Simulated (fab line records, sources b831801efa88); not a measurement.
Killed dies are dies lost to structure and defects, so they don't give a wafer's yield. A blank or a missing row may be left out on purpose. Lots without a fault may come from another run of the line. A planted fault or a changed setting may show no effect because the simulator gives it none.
Chamber matching | flow sky130 | SKY_VIA2_ETCH_14 on rie_diel-03: 4 sister chambers
The step etches BARC in N2/H2, stops on SiO2, time 45.9 s, target depth 60 nm. 16 wafers are shown with their chamber, then 8 later ones without.

WAFERS WITH THEIR CHAMBER
wafer  | chamber | drypump_motor_current_A (A) | oes_product_au (a.u.) | throttle_valve_pct (%)
L075.4 | 1       | 5.2                         | 0.848                 | 13.229
L075.5 | 3       | 5.5                         | 0.845                 | 13.210
L075.6 | 0       | 5.6                         | 0.851                 | 13.239
L082.1 | 2       | 5.8                         | 0.841                 | 13.217
L082.2 | 0       | 5.6                         | 0.847                 | 13.217
L082.4 | 3       | 5.6                         | 0.845                 | 13.205
L083.2 | 0       | 5.7                         | 0.855                 | 13.221
L083.3 | 3       | 5.6                         | 0.849                 | 13.240
L083.6 | 0       | 5.6                         | 0.847                 | 13.215
L085.1 | 0       | 5.6                         | 0.842                 | 13.234
L085.4 | 1       | 5.2                         | 0.848                 | 13.216
L085.5 | 0       | 5.6                         | 0.836                 | 13.227
L089.1 | 2       | 5.8                         | 0.845                 | 13.229
L089.2 | 1       | 5.2                         | 0.843                 | 13.235
L089.5 | 2       | 5.8                         | 0.848                 | 13.222
L090.2 | 1       | 5.2                         | 0.853                 | 13.218

SIGNATURES (means of the wafers above)
reading                 | chamber 0 | chamber 1 | chamber 2 | chamber 3 | scatter within a chamber
drypump_motor_current_A | 5.617     | 5.200     | 5.800     | 5.567     | 0.0354
oes_product_au          | 0.84633   | 0.84800   | 0.84467   | 0.84633   | 0.00507
throttle_valve_pct      | 13.22550  | 13.22450  | 13.22267  | 13.21833  | 0.0112
Rule: a wafer's distance from a chamber is the root of the sum, over the readings, of the square of ((its reading less the chamber's mean) divided by the reading's scatter). The wafer belongs to the nearest chamber; if the next one is less than 2 further off, it can't be placed. The scatter: the root of (the sum of the squares of (reading less its chamber's mean) over the shown wafers, divided by (wafers less chambers)).

WAFERS WITHOUT THEIR CHAMBER
wafer  | drypump_motor_current_A (A) | oes_product_au (a.u.) | throttle_valve_pct (%)
L090.4 | 5.6                         | 0.859                 | 13.238
L090.6 | 5.7                         | 0.851                 | 13.234
L096.1 | 5.7                         | 0.845                 | 13.237
L096.2 | 5.6                         | 0.853                 | 13.231
L096.5 | 5.8                         | 0.858                 | 13.219
L097.2 | 5.8                         | 0.849                 | 13.220
L097.4 | 5.8                         | 0.847                 | 13.209
L097.5 | 5.8                         | 0.854                 | 13.233

WHICH CHAMBER EACH WENT THROUGH
wafer  | from the rows above          | in truth
L090.4 | can't be placed: 0 or 3      | 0
L090.6 | can't be placed: 0 or 2 or 3 | 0
L096.1 | can't be placed: 0 or 2 or 3 | 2
L096.2 | can't be placed: 0 or 3      | 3
L096.5 | 2                            | 2
L097.2 | 2                            | 2
L097.4 | 2                            | 2
L097.5 | 2                            | 2
Placed correctly: 4 of 8. Can't be placed from these rows: 4 (the true chamber is among the candidates in 4). Placed wrongly: 0.
